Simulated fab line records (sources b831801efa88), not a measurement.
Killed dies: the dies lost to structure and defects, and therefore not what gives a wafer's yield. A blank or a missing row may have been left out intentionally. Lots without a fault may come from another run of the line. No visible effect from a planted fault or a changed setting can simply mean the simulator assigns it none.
Code-filled problem report in 8D (eight disciplines) form + flow gf180mcu + the parts of the form that need people (team, actions taken, sign-off) are left out

1. THE PROBLEM
overpolish run s at GF_V2_CMP_26 reads a mean of 0.037 s on 2 wafers of 2 lots; wafers without a fault read 15.000 s with a standard deviation of 0.0085. That is -99 or more standard deviations from the usual mean.
The step: polishes, stops on SiO2, t overpolish 15 s, target thk 0 nm.
First seen on wafer L618.4, day 26 03:35, on cmp-01. Wafers with a number at this step in the record: 39, from 13 lots. The rule behind "out" and "out of limits": a value lying over 4 standard deviations away from the usual mean. The rest of the wafers with a number are treated as sound.

2. WHAT IT IS AND WHAT IT IS NOT
| question                    | is                                   | is not                                                                    |
|-----------------------------|--------------------------------------|---------------------------------------------------------------------------|
| which readings at this step | overpolish run s, time to endpoint s | motor current A                                                           |
| which lots                  | L618, L620                           | L601, L603, L604, L605, L606, L607, L608, L609, L610, L614, L624          |
| which wafers of those lots  | L618.4, L620.4                       | L618.2, L618.6, L620.2, L620.6                                            |
| read on which tools         | cmp-01                               | cmp-02                                                                    |
| when                        | from day 26 03:35                    | up to then (32 sound wafers); but 5 sound wafers of L620, L624 came after |

3. WHAT RULES OUT EACH SUSPECT
Counting: if a tool at a process step up to the reading ran every lot that is out, it stays a suspect. Sound lots after the first of them don't rule it out here, since some wafers of a struck lot are sound.
- pvd sputter-02 at GF_V2_SPUTTER_21 (material Ti, target thk 15 nm, time 80.02 s): kept. It processed each lot that is out (first: L618, day 26 03:01); up to then, its last sound lot is L609 (day 23 16:01).
- cmp-01 at GF_V2_CMP_26 (polishes, stops on SiO2, t overpolish 15 s, target thk 0 nm): kept. It processed each lot that is out (first: L618, day 26 03:35); up to then, its last sound lot is L614 (day 25 02:37). Its own overpolish run s, time to endpoint s readings are out on those wafers.
Left after counting: pvd sputter-02 at GF_V2_SPUTTER_21, cmp-01 at GF_V2_CMP_26.

4. THE CAUSE (what the simulator had put in)
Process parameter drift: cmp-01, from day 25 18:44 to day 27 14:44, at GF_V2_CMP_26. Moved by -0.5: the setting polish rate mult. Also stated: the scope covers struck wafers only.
2 suspects survive the count, and this tool is in that group.

5. SEQUENCE OF EFFECTS, ordered by route
Each row: a reading whose mean over the struck wafers that have a number lies more than 3 standard deviations from the usual. Only readings whose record carries a usual standard deviation are examined. hours: median over the lots of the time between each lot's start at the first step of this table that gives one and its start at this step. sigmas: the change, counted in usual standard deviations.
| hours | step                    | reading              | usual    | on struck wafers | change  | sigmas      |
|-------|-------------------------|----------------------|----------|------------------|---------|-------------|
| 0     | GF_V2_CMP_26            | overpolish run s     | 15.000 s | 0.037            | -14.963 | -99 or more |
| 0     | GF_V2_CMP_26            | time to endpoint s   | 84 s     | 130              | +46     | +14         |
| 176   | GF_PASSIVATION_PROBE_99 | defect limited yield | 90.3 %   | 0.0              | -90.3   | -64         |
| 176   | GF_PASSIVATION_PROBE_99 | killed_at_M0_to_M3   | 21       | 468              | +446    | +99 or more |
| 176   | GF_PASSIVATION_PROBE_99 | killed dies          | 48       | 492              | +444    | +63         |
| 176   | GF_PASSIVATION_PROBE_99 | killed on rim        | 9.4      | 96.0             | +86.6   | +31         |
| 176   | GF_PASSIVATION_PROBE_99 | sort_bin_3_pad_short | 0.51 %   | 91.47            | +90.95  | +99 or more |
| 176   | GF_PASSIVATION_PROBE_99 | sort n pass          | 444      | 0                | -444    | -63         |
| 176   | GF_PASSIVATION_PROBE_99 | sort yield pct       | 90.3 %   | 0.0              | -90.3   | -64         |
Process steps it contains:
- GF_V2_CMP_26: polishes, stops on SiO2, t overpolish 15 s, target thk 0 nm.
- GF_PASSIVATION_PROBE_99

6. WHAT WOULD HAVE CAUGHT IT SOONER
The fault began at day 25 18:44; the first out-of-limits reading in this record came at day 26 03:35, 9 hours later.
